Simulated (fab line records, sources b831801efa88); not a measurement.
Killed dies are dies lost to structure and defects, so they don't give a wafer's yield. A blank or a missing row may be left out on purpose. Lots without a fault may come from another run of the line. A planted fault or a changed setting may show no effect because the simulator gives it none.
fab line records | flow sky130
record lots=11 wafers=32 last_day=50
route steps=708 shown FIELD_ISO@3 POLY_CUT@316 LI_CONTACT@378 CAP2M@605 PAD_OPEN@708
lots that met no fault: from a run of the same line without faults
start_h: hours from the record's first day to the start of the lot's first wafer shown | wait_h: hours since the lot's step before | " the same as in the row above | L1.1+2: a row that stands for several wafers | - no value, or no start given | * or withheld: withheld | < > ~ a bound
route shown NAME@n: a module of which the file shows steps, and the number in the route of the first | usual: mean/standard deviation of fault-free wafers | same: alike in all rows | chamber/n: place in a boat | sites: the reading at each site | _std_site: their standard deviation | _edge_site: outer sites' mean less inner sites' | radius_mm: how far each site lies from the wafer's centre | mask NAME#n: copy n | behind: the tool/chamber that last shaped the wafer | hold: why the lot was held/for how many hours/how that ended | device: the transistor (n, p or np) that didn't switch | end of line: the same wafers' tests at the end of the route | a step without rows: its recipe alone | killed: dies lost to structure and defects at the first sort, not the wafer's yield | map: a wafer's dies, x killed, . not, _ none there
set.NAME: the setting as run; set.NAME@STEP: as run at that earlier step | model.NAME: the simulator's own value behind a step, which no gauge read
steps of the route over a sample of lots; a table a step, a row a wafer
services: from which hour (start_h, from the record's first day; less than 0 if before it) a tool's chamber was out of use, for how many hours, and why
## steps
# step SKY_FIELD_ISO_THK_MEAS_02
# recipe reads=SiO2_of_FIELD_ISO_OXIDATION_01
# usual FIELD_ISO_OXIDATION_00_THK=12.12/0.19
# columns lot.wafer tool chamber start_h wait_h FIELD_ISO_OXIDATION_00_THK[nm]
L540.1 film_metro-03 - 17.78 0.0 12.31
L540.3 " - " " 12.10
L540.6 " - " " 12.19
L541.1 film_metro-01 - 17.78 0.0 12.08
L541.4 " - " " 12.01
L541.5 " - " " 12.08
L544.4 film_metro-03 - 38.62 0.0 12.06
L544.5 " - " " 12.21
L548.2 film_metro-01 - 57.91 0.0 12.08
L548.3 " - " " 12.23
L548.4 " - " " 12.29
L553.1 film_metro-03 - 77.54 0.0 11.88
L553.2 " - " " 11.96
L553.3 " - " " 12.10
L554.2 film_metro-03 - 88.66 0.0 12.14
L554.3 " - " " 12.03
L554.4 " - " " 12.14
L559.1 film_metro-04 - 106.63 0.0 11.86
L559.4 " - " " 11.89
L559.5 " - " " 12.11
L560.2 film_metro-03 - 111.64 0.0 12.26
L560.4 " - " " 12.34
L560.5 " - " " 12.27
L561.1 film_metro-01 - 116.63 0.0 12.17
L561.3 " - " " 12.19
L561.5 " - " " 12.06
L562.1 film_metro-01 - 122.59 0.0 12.26
L562.2 " - " " 12.27
L562.6 " - " " 12.26
L563.1 film_metro-01 - 126.95 0.0 12.16
L563.2 " - " " 12.36
L563.6 " - " " 12.36
# step SKY_POLY_CUT_OVL_MEAS_09
# usual POLY_CUT_OVL=0/5.1
# columns lot.wafer tool chamber start_h wait_h POLY_CUT_OVL[nm]
L540.1 overlay-01 - 592.56 0.1 2
L540.3 " - " " -1
L540.6 " - " " -1
L541.1 overlay-01 - 594.66 0.1 6
L541.4 " - " " -2
L541.5 " - " " -1
L544.4 overlay-02 - 638.26 0.1 2
L544.5 " - " " 1
L548.2 overlay-01 - 661.97 0.1 0
L548.3 " - " " 0
L548.4 " - " " -10
L553.1 overlay-02 - 693.87 0.1 -8
L553.2 " - " " -1
L553.3 " - " " 3
L554.2 overlay-01 - 695.33 0.1 2
L554.3 " - " " 5
L554.4 " - " " 3
L559.1 overlay-02 - 716.94 0.1 -3
L559.4 " - " " 1
L559.5 " - " " -1
L560.2 overlay-01 - 724.13 0.1 3
L560.4 " - " " 0
L560.5 " - " " -1
L561.1 overlay-01 - 737.27 0.1 -3
L561.3 " - " " -6
L561.5 " - " " -1
L562.1 overlay-02 - 743.92 0.1 -3
L562.2 " - " " 5
L562.6 " - " " -5
L563.1 overlay-02 - 748.37 0.1 4
L563.2 " - " " 3
L563.6 " - " " 1
# step SKY_LI_CONTACT_STRIP_16
# recipe chemistry=O2/N2 power_w=1400 pressure_mtorr=1500 platen_temp_c=withheld o2_flow_sccm=3000 n2_flow_sccm=300 overash_fraction=0.5
# usual drypump_motor_current_A=5.7/0.51 oes_product_au=0.374/0.0049 strip_time_to_endpoint_s=3.48/0.032
# columns lot.wafer tool chamber start_h wait_h drypump_motor_current_A oes_product_au rf_hours_counter_h strip_time_to_endpoint_s
L540.1 plasma_asher-02 1 706.68 - 5.9 0.374 56 3.49
L540.3 " 1 " " 5.9 0.375 - 3.49
L540.6 " 0 " " 4.8 0.379 - 3.52
L541.1 plasma_asher-03 1 707.18 - 5.6 0.372 90 3.52
L541.4 " 1 " " 5.6 0.370 - 3.49
L541.5 " 0 " " 6.2 0.377 - 3.52
L544.4 plasma_asher-03 0 748.72 - 6.1 0.374 - 3.50
L544.5 " 0 " " 6.1 0.384 - 3.48
L548.2 plasma_asher-01 1 772.83 - 6.2 0.376 32 3.46
L548.3 " 0 " " 5.3 0.373 - 3.52
L548.4 " 1 " " 6.2 0.378 - 3.50
L553.1 plasma_asher-01 1 802.08 - 6.2 0.379 35 3.51
L553.2 " 0 " " 5.2 0.375 35 3.48
L553.3 " 0 " " 5.3 0.369 - 3.48
L554.2 plasma_asher-02 0 803.98 - 4.7 0.376 66 3.53
L554.3 " 0 " " 4.7 0.374 - 3.53
L554.4 " 1 " " 5.9 0.376 - 3.49
L559.1 plasma_asher-03 0 824.84 - 6.2 0.374 100 3.49
L559.4 " 0 " " 6.2 0.380 - 3.45
L559.5 " 0 " " 6.2 0.375 - 3.48
L560.2 plasma_asher-01 0 834.33 - 5.3 0.381 39 3.47
L560.4 " 1 " " 6.2 0.368 - 3.46
L560.5 " 0 " " 5.3 0.378 - 3.49
L561.1 plasma_asher-03 0 846.40 - 6.2 0.375 102 3.52
L561.3 " 0 " " 6.2 0.375 - 3.49
L561.5 " 1 " " 5.6 0.374 - 3.49
L562.1 plasma_asher-01 0 850.13 - 5.3 0.385 42 3.47
L562.2 " 1 " " 6.2 0.364 42 3.49
L562.6 " 1 " " 6.2 0.366 - 3.47
L563.1 plasma_asher-03 1 853.29 - 5.6 0.371 103 3.47
L563.2 " 0 " " 6.2 0.366 103 3.45
L563.6 " 1 " " 5.6 0.376 - 3.47
# step SKY_CAP2M_SPUTTER_02
# recipe material=TiN target_thk_nm=200 temp_c=300 power_w=6500 time_s=166.7 chamber_pressure_pa=0.4
# usual throttle_valve_pct=30.5/0.74
# columns lot.wafer tool chamber start_h wait_h throttle_valve_pct
L540.1 pvd_sputter-02 - 954.40 0.1 31.8
L540.3 " - " " 29.8
L540.6 " - " " 29.8
L541.1 pvd_sputter-02 - 955.95 0.1 31.5
L541.4 " - " " 29.8
L541.5 " - " " 32.1
L544.4 pvd_sputter-02 - 989.35 0.0 29.7
L544.5 " - " " 30.0
L548.2 pvd_sputter-03 - 1011.45 0.0 30.6
L548.3 " - " " 29.4
L548.4 " - " " 30.8
L553.1 pvd_sputter-03 - 1034.81 0.1 30.1
L553.2 " - " " 29.7
L553.3 " - " " 30.9
L554.2 pvd_sputter-04 - 1038.68 0.0 30.1
L554.3 " - " " 30.5
L554.4 " - " " 30.1
L559.1 pvd_sputter-04 - 1057.70 0.1 29.9
L559.4 " - " " 29.6
L559.5 " - " " 29.8
L560.2 pvd_sputter-04 - 1063.11 0.0 30.0
L560.4 " - " " 29.9
L560.5 " - " " 29.7
L561.1 pvd_sputter-02 - 1074.22 0.1 29.8
L561.3 " - " " 31.4
L561.5 " - " " 29.9
L562.1 pvd_sputter-02 - 1078.21 0.1 30.8
L562.2 " - " " 29.8
L562.6 " - " " 29.8
L563.1 pvd_sputter-04 - 1082.21 0.1 29.7
L563.2 " - " " 30.3
L563.6 " - " " 30.4
# step SKY_CAP2M_RS_MEAS_03
# recipe thk_meas_gauge=four-point-probe reads=TiN_of_CAP2M_SPUTTER_02
# usual CAP2M_TIN_RS=6.91/0.07
# columns lot.wafer tool chamber start_h wait_h CAP2M_TIN_RS[ohm/sq]
L540.1 film_metro-04 - 954.51 0.1 6.97
L540.3 " - " " 7.11
L540.6 " - " " 7.07
L541.1 film_metro-04 - 956.06 0.1 6.87
L541.4 " - " " 6.94
L541.5 " - " " 6.86
L544.4 film_metro-01 - 989.52 0.1 4.82
L544.5 " - " " 4.81
L548.2 film_metro-04 - 1011.58 0.1 7.02
L548.3 " - " " 7.00
L548.4 " - " " 6.96
L553.1 film_metro-02 - 1034.92 0.1 6.89
L553.2 " - " " 6.84
L553.3 " - " " 6.92
L554.2 film_metro-01 - 1038.81 0.1 6.97
L554.3 " - " " 6.95
L554.4 " - " " 6.99
L559.1 film_metro-02 - 1057.81 0.1 6.93
L559.4 " - " " 6.91
L559.5 " - " " 6.83
L560.2 film_metro-02 - 1063.24 0.1 6.84
L560.4 " - " " 6.83
L560.5 " - " " 6.85
L561.1 film_metro-01 - 1074.33 0.1 6.87
L561.3 " - " " 6.85
L561.5 " - " " 6.90
L562.1 film_metro-01 - 1078.31 0.1 6.87
L562.2 " - " " 6.95
L562.6 " - " " 6.97
L563.1 film_metro-02 - 1082.32 0.1 6.79
L563.2 " - " " 6.80
L563.6 " - " " 6.79
# step SKY_CAP2M_THK_MEAS_04
# recipe thk_meas_gauge=xrf reads=TiN_of_CAP2M_SPUTTER_02
# usual CAP2M_TIN_THK=201.5/2.7
# columns lot.wafer tool chamber start_h wait_h CAP2M_TIN_THK[nm]
L540.1 film_metro-04 - 954.63 0.1 200.6
L540.3 " - " " 196.5
L540.6 " - " " 197.7
L541.1 film_metro-04 - 956.18 0.1 204.1
L541.4 " - " " 201.2
L541.5 " - " " 204.6
L544.4 film_metro-01 - 989.61 0.1 287.5
L544.5 " - " " 287.1
L548.2 film_metro-04 - 1011.69 0.1 196.9
L548.3 " - " " 197.1
L548.4 " - " " 197.9
L553.1 film_metro-02 - 1035.04 0.1 202.6
L553.2 " - " " 203.9
L553.3 " - " " 201.3
L554.2 film_metro-01 - 1038.92 0.1 199.1
L554.3 " - " " 200.8
L554.4 " - " " 198.7
L559.1 film_metro-02 - 1057.93 0.1 203.8
L559.4 " - " " 203.5
L559.5 " - " " 206.5
L560.2 film_metro-02 - 1063.35 0.1 206.4
L560.4 " - " " 207.0
L560.5 " - " " 205.4
L561.1 film_metro-01 - 1074.45 0.1 202.2
L561.3 " - " " 202.4
L561.5 " - " " 200.3
L562.1 film_metro-01 - 1078.43 0.1 201.5
L562.2 " - " " 199.3
L562.6 " - " " 198.8
L563.1 film_metro-02 - 1082.44 0.1 205.4
L563.2 " - " " 205.1
L563.6 " - " " 205.3
# step SKY_CAP2M_METAL_ETCH_13
# recipe target_depth_nm=220 stop_on=SiO2 chemistry=Cl2/BCl3 target=TiN pressure_mtorr=10 icp_w=900 bias_w=48.5 Cl2_flow_sccm=60 bcl3_flow_sccm=30 time_s=62.9
# usual drypump_motor_current_A=5.94/0.21 oes_product_au=0.941/0.0071 throttle_valve_pct=21.902/0.01
# columns lot.wafer tool chamber start_h wait_h drypump_motor_current_A oes_product_au rf_hours_counter_h throttle_valve_pct
L540.1 rie_metal-03 0 977.34 0.0 5.86 0.938 6 21.896
L540.3 " 1 " " 6.35 0.919 - 21.920
L540.6 " 1 " " 6.39 0.918 - 21.889
L541.1 rie_metal-01 1 979.14 0.0 5.97 0.943 6 21.899
L541.4 " 1 " " 5.97 0.930 - 21.902
L541.5 " 0 " " 6.00 0.949 - 21.896
L544.4 rie_metal-01 0 1013.11 0.0 5.97 0.998 - 21.875
L544.5 " 1 " " 5.98 0.991 - 21.867
L548.2 rie_metal-01 0 1032.98 0.0 6.02 0.937 19 21.908
L548.3 " 1 " " 5.98 0.941 - 21.891
L548.4 " 0 " " 5.98 0.936 - 21.906
L553.1 rie_metal-03 1 1056.64 0.0 6.39 0.945 10 21.901
L553.2 " 0 " " 5.86 0.957 11 21.909
L553.3 " 1 " " 6.34 0.943 - 21.901
L554.2 rie_metal-04 1 1061.04 0.0 5.78 0.931 12 21.908
L554.3 " 1 " " 5.78 0.945 - 21.902
L554.4 " 0 " " 5.74 0.935 - 21.902
L559.1 rie_metal-04 0 1079.44 0.0 5.72 0.939 10 21.901
L559.4 " 1 " " 5.79 0.945 - 21.915
L559.5 " 0 " " 5.74 0.946 - 21.922
L560.2 rie_metal-04 1 1083.64 0.0 5.78 0.947 14 21.892
L560.4 " 0 " " 5.73 0.951 - 21.897
L560.5 " 1 " " 5.78 0.940 - 21.898
L561.1 rie_metal-01 0 1095.39 0.0 5.99 0.946 24 21.907
L561.3 " 1 " " 5.96 0.948 - 21.905
L561.5 " 1 " " 5.98 0.933 - 21.900
L562.1 rie_metal-04 0 1098.79 0.0 5.73 0.942 12 21.909
L562.2 " 1 " " 5.77 0.929 15 21.905
L562.6 " 0 " " 5.74 0.933 - 21.909
L563.1 rie_metal-04 0 1102.74 0.0 5.73 0.945 12 21.897
L563.2 " 1 " " 5.79 0.955 16 21.891
L563.6 " 0 " " 5.74 0.939 - 21.887
# step SKY_PAD_OPEN_PROBE_99
# usual defect_limited_yield=82.3/1.8 killed_at_M0_to_M3=44/6.9 killed_at_M4_up=3.3/1.7 killed_at_contacts=24/5.5 killed_at_front_end=16/4.5 killed_at_other=0.2/0.46 killed_dies=87/9.1 killed_open=48/7.3 killed_short=39/6.2
# same gross_dies=492 killed_at_back_side=0
# columns lot.wafer tool chamber start_h wait_h defect_limited_yield[%] killed_at_M0_to_M3 killed_at_M4_up killed_at_contacts killed_at_front_end killed_at_other killed_dies killed_open killed_short
L544.4 prober-02 - 1126.56 0.2 81.5 52 2 15 22 0 91 48 42
L544.5 prober-02 - 1126.61 0.2 80.9 43 1 30 20 0 94 49 45
L548.2 prober-02 - 1146.20 0.1 83.1 38 4 30 11 0 83 44 39
L548.3 prober-02 - 1146.25 0.2 79.3 58 4 28 12 0 102 61 41
L548.4 prober-02 - 1146.30 0.2 79.9 53 5 28 13 0 99 54 45
L559.1 prober-02 - 1183.12 0.1 82.1 40 2 25 21 0 88 47 41
L559.4 prober-02 - 1183.27 0.2 82.9 47 2 20 15 0 84 50 34
L559.5 prober-02 - 1183.32 0.2 85.6 37 3 17 13 1 71 37 34
L563.1 prober-02 - 1200.02 0.1 85.4 39 5 19 9 0 72 51 21
L563.2 prober-02 - 1200.07 0.1 78.7 66 4 22 13 0 105 61 44
L563.6 prober-02 - 1200.27 0.2 86.2 36 3 20 9 0 68 43 25
# killed by level:class
L544.4 VIA1:geometric_particle:open=16 FIELD_ISO:geometric_particle:short=7 CONTACT:geometric_particle:open=7 METAL1:geometric_particle:short=7 VIA1:geometric_particle:short=6 FIELD_ISO:geometric_particle:open=4 POLY_GATE:geometric_particle:short=4 POLY_GATE:geometric_particle:open=4
L544.5 CONTACT:geometric_particle:open=11 METAL2:geometric_particle:short=8 VIA1:geometric_particle:open=8 VIA3:geometric_particle:open=8 CONTACT:geometric_particle:short=7 POLY_GATE:geometric_particle:short=6 LOCAL_INTERCONNECT:geometric_particle:short=6 VIA2:geometric_particle:open=6
L548.2 CONTACT:geometric_particle:open=12 VIA1:geometric_particle:open=9 LI_CONTACT:geometric_particle:open=5 LOCAL_INTERCONNECT:geometric_particle:short=5 VIA1:geometric_particle:short=5 VIA2:geometric_particle:open=5 VIA3:geometric_particle:short=5 VIA3:geometric_particle:open=4
L548.3 VIA1:geometric_particle:open=14 LI_CONTACT:geometric_particle:open=11 VIA2:geometric_particle:open=11 CONTACT:geometric_particle:open=10 VIA1:geometric_particle:short=9 METAL2:geometric_particle:short=6 FIELD_ISO:geometric_particle:open=5 VIA3:geometric_particle:open=5
L548.4 VIA1:geometric_particle:open=15 VIA1:geometric_particle:short=9 CONTACT:geometric_particle:open=8 VIA2:geometric_particle:open=8 FIELD_ISO:geometric_particle:short=7 LI_CONTACT:geometric_particle:open=7 VIA3:geometric_particle:open=7 LOCAL_INTERCONNECT:geometric_particle:short=5
L559.1 VIA2:geometric_particle:open=10 CONTACT:geometric_particle:open=8 VIA1:geometric_particle:open=8 LI_CONTACT:geometric_particle:open=7 METAL1:geometric_particle:short=7 FIELD_ISO:geometric_particle:short=6 FIELD_ISO:geometric_particle:open=5 CONTACT:geometric_particle:short=5
L559.4 VIA1:geometric_particle:open=12 VIA2:geometric_particle:open=8 LI_CONTACT:geometric_particle:open=7 CONTACT:geometric_particle:open=7 VIA2:geometric_particle:short=6 METAL1:geometric_particle:short=5 FIELD_ISO:geometric_particle:open=4 LOCAL_INTERCONNECT:geometric_particle:short=4
L559.5 METAL2:geometric_particle:short=6 LI_CONTACT:geometric_particle:open=5 CONTACT:geometric_particle:short=5 VIA1:geometric_particle:short=5 VIA3:geometric_particle:open=5 FIELD_ISO:geometric_particle:open=4 POLY_GATE:geometric_particle:open=4 VIA2:geometric_particle:open=4
L563.1 CONTACT:geometric_particle:open=10 VIA3:geometric_particle:open=8 VIA2:geometric_particle:open=6 METAL2:geometric_particle:short=5 METAL2:geometric_particle:open=5 LI_CONTACT:geometric_particle:open=4 POLY_GATE:geometric_particle:open=3 METAL1:geometric_particle:short=3
L563.2 VIA1:geometric_particle:open=18 VIA3:geometric_particle:open=10 METAL1:geometric_particle:short=9 LI_CONTACT:geometric_particle:open=7 VIA2:geometric_particle:open=7 CONTACT:geometric_particle:open=6 LOCAL_INTERCONNECT:geometric_particle:short=5 VIA3:geometric_particle:short=5
L563.6 VIA1:geometric_particle:open=10 CONTACT:geometric_particle:open=8 LI_CONTACT:geometric_particle:open=7 VIA2:geometric_particle:open=7 METAL1:geometric_particle:short=4 CONTACT:geometric_particle:short=3 VIA1:geometric_particle:short=3 METAL2:geometric_particle:short=3
## services
# columns tool chamber start_h hours kind
pvd_sputter-02 - 700.22 2.5 repair
rie_metal-03 - 702.50 2.8 pm
rie_metal-03 0 728.97 12.9 repair
plasma_asher-03 - 732.74 14.6 pm
pvd_sputter-02 - 736.24 3.4 repair
rie_metal-04 1 779.20 - clean
rie_metal-01 1 811.51 9.1 repair
plasma_asher-03 - 812.74 8.1 repair
plasma_asher-02 - 818.87 38.9 pm
pvd_sputter-04 - 819.20 1.4 repair
rie_metal-01 1 838.27 71.5 repair
plasma_asher-03 - 840.18 2.8 pm
plasma_asher-02 - 864.68 1.4 repair
pvd_sputter-02 - 924.80 1.3 repair
rie_metal-04 - 928.42 2.8 pm
pvd_sputter-02 - 1006.46 2.3 repair
rie_metal-01 - 1013.32 4.3 pm
rie_metal-04 1 1034.79 9.1 repair
plasma_asher-03 - 1050.78 12.1 pm
pvd_sputter-03 - 1058.12 2.1 repair
plasma_asher-03 - 1062.88 9.0 pm
rie_metal-01 1 1070.85 1.1 repair
pvd_sputter-03 - 1091.31 4.9 repair
pvd_sputter-02 - 1095.48 2.1 repair
## key
first_sign step=SKY_CAP2M_RS_MEAS_03 reading=CAP2M_TIN_RS direction=down sigmas=30 usual=6.91 struck=4.81
effect step=SKY_CAP2M_THK_MEAS_04 reading=CAP2M_TIN_THK direction=up sigmas=32 usual=201.5 struck=287.3
effect step=SKY_CAP2M_METAL_ETCH_13 reading=oes_product_au direction=up sigmas=7.5 usual=0.941 struck=0.994
met_at SKY_CAP2M_SPUTTER_02
struck_lots L544
struck_wafers L544.4,L544.5
not_acting_at SKY_FIELD_ISO_THK_MEAS_02,SKY_POLY_CUT_OVL_MEAS_09,SKY_LI_CONTACT_STRIP_16
onset_between 955.95 989.35
fault kind=process_parameter_drift tool=pvd_sputter-02 chamber=- onset_h=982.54 steps=SKY_CAP2M_SPUTTER_02 channel=target_thk_nm offset=88.202 shape=step end_h=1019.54 scope=struck_wafers_only acts_in=these_recipes_only stated=200
